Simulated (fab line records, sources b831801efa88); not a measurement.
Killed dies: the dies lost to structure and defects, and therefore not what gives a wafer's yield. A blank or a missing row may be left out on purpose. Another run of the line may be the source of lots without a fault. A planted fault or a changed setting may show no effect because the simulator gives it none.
Problem report in the 8D (eight disciplines) form, filled by code	flow sky130	the parts of the form that need people (team, actions taken, sign-off) are left out

1. WHAT WENT WRONG
Across 6 wafers from 2 lots, SONOS_ONO_OXIDATION_THK at SKY_SONOS_ONO_THK_MEAS_01 averages 2.14 nm, while fault-free wafers read 2.59 nm with a standard deviation of 0.06. Relative to the usual mean, that is a shift of -7.5 standard deviations.
Earliest sighting: wafer L357.1 on film metro-02 at day 16 22:40. The record holds 33 wafers of 11 lots with a number at this step. Rule for "out", or "out of limits": more than 4 standard deviations from the usual mean. Any other wafer with a number is counted as sound.

2. WHAT THIS IS AND IS NOT
question	is	is not
which readings at this step	SONOS_ONO_OXIDATION_THK	-
which lots	L357, L358	L341, L342, L346, L347, L352, L360, L361, L362, L363
which wafers of those lots	all that have a number	-
read on which gauges	film metro-02	film metro-01, film metro-03
when	from day 16 22:40	up to then (15 sound wafers); but 12 sound wafers of L360, L361, L362, L363 came after

3. SUSPECTS, AND WHAT RULES EACH OUT
Counting: a tool at any process step up to the reading remains a suspect when it ran all the lots that are out and ran no sound lot after the first of those.
- the gauge at SKY_SONOS_ONO_THK_MEAS_01 is ruled out. All the wafers that are out were read on film metro-02, but those of them that SKY_SONOS_ONO_OXIDATION_00 has rows for are out there too, on other tools.
- plasma asher-02 at SKY_VT_ADJUST_LVTN_STRIP_09 (strips in O2/N2): ruled out as a lasting fault. After its first lot that is out, L357 (day 11 08:23), sound lots L362, L363 ran on it.
- furnace-02 at SKY_SONOS_ONO_OXIDATION_00 (stabilise 600 s, purge 300 s, target thk 2.6 nm): ruled out as a lasting fault. After its first lot that is out, L357 (day 16 21:19), sound lots L362 ran on it.
Left after counting: nothing in the record.

4. THE CAUSE (what the simulator had put in)
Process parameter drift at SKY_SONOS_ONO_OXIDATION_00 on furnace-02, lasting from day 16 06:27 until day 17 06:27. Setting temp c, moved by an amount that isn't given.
It was ruled out by counting, in error; the rule expects a fault to strike all lots run on its tool from its start on, and this fault did not.

5. THE CHAIN OF EFFECTS, in route order
One row per reading whose mean, taken over the struck wafers that have a number, lies over 3 standard deviations from the usual. Readings are gone through only where the record gives a usual standard deviation; hours: the median, over the lots, of the time from a lot's start at the first step in this table giving one to that lot's start at this step; sigmas: the change measured in usual standard deviations.
hours	step	reading	usual	on struck wafers	change	sigmas
0	SKY_SONOS_ONO_OXIDATION_00	spike tc centre C	798.8 C	786.3	-12.5	-9.6
0	SKY_SONOS_ONO_OXIDATION_00	spike tc lower C	800.7 C	789.4	-11.3	-8.0
0	SKY_SONOS_ONO_OXIDATION_00	spike tc top C	809.2 C	797.0	-12.2	-6.4
0	SKY_SONOS_ONO_OXIDATION_00	spike tc upper C	800.4 C	789.6	-10.8	-8.3
0	SKY_SONOS_ONO_OXIDATION_00	tube center temp C	800 C	788	-12	-99 or more
0	SKY_SONOS_ONO_OXIDATION_00	tube_center_temp_C_max	802.1	790.3	-11.8	-37
1	SKY_SONOS_ONO_THK_MEAS_01	SONOS_ONO_OXIDATION_THK	2.59 nm	2.14	-0.45	-7.5
Its process steps:
- SKY_SONOS_ONO_OXIDATION_00: stabilise 600 s, purge 300 s, target thk 2.6 nm.

6. WHAT WOULD HAVE CAUGHT IT SOONER
16 hours passed between the start of the fault at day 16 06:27 and the first reading out of limits at a measuring or inspecting step in this record, taken at day 16 22:40.
At SKY_SONOS_ONO_OXIDATION_00, the tool's own readings (spike tc centre C, spike tc lower C, spike tc top C, spike tc upper C, tube center temp C, tube_center_temp_C_max) were out on each struck wafer the step has a row for, so an alarm limit on them would have fired on the first such wafer.
